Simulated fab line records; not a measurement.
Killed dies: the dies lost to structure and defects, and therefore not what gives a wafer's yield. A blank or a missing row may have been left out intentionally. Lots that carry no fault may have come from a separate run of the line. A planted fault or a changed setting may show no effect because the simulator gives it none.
Matching of chambers || flow gf180mcu || GF_V4_ETCH_16 on rie diel-03 has 4 sister chambers
The step etches BARC in N2/H2. 4 wafers are shown with their chamber, then 7 later ones without.

== WAFERS PAIRED WITH THEIR CHAMBERS ==
{"wafer": "L931.1", "chamber": 2, "drypump motor current A (A)": 6.3}
{"wafer": "L931.6", "chamber": 0, "drypump motor current A (A)": 5.8}
{"wafer": "L932.2", "chamber": 1, "drypump motor current A (A)": 6.5}
{"wafer": "L932.4", "chamber": 3, "drypump motor current A (A)": 5.6}

== WAFERS MISSING THEIR CHAMBER ==
{"wafer": "L932.6", "drypump motor current A (A)": 5.9}
{"wafer": "L936.2", "drypump motor current A (A)": 6.4}
{"wafer": "L936.3", "drypump motor current A (A)": 5.6}
{"wafer": "L936.4", "drypump motor current A (A)": 5.8}
{"wafer": "L937.2", "drypump motor current A (A)": 5.8}
{"wafer": "L937.4", "drypump motor current A (A)": 6.4}
{"wafer": "L937.5", "drypump motor current A (A)": 6.5}

== CHAMBER TAKEN BY EACH ==
{"wafer": "L932.6", "from the rows above": 0, "in truth": 0}
{"wafer": "L936.2", "from the rows above": "can't be placed: 1 or 2", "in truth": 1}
{"wafer": "L936.3", "from the rows above": 3, "in truth": 3}
{"wafer": "L936.4", "from the rows above": 0, "in truth": 0}
{"wafer": "L937.2", "from the rows above": 0, "in truth": 0}
{"wafer": "L937.4", "from the rows above": "can't be placed: 1 or 2", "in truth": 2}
{"wafer": "L937.5", "from the rows above": 1, "in truth": 1}
5 of 7 placed correctly. From these rows, 2 cannot be placed; in 2 the true chamber is one of the candidates. 0 placed wrongly.
How it was worked out, from the rows above alone: a wafer's distance from a chamber is the root of the sum, over the readings, of the square of ((its reading less the chamber's mean) divided by the reading's scatter). The wafer belongs to the nearest chamber; if the next one is less than 2 further off, it can't be placed. A chamber's mean is the mean of its shown wafers. The scatter: with one shown wafer a chamber, the root of the mean of the squares of how far each hidden wafer lies from its nearest shown one.
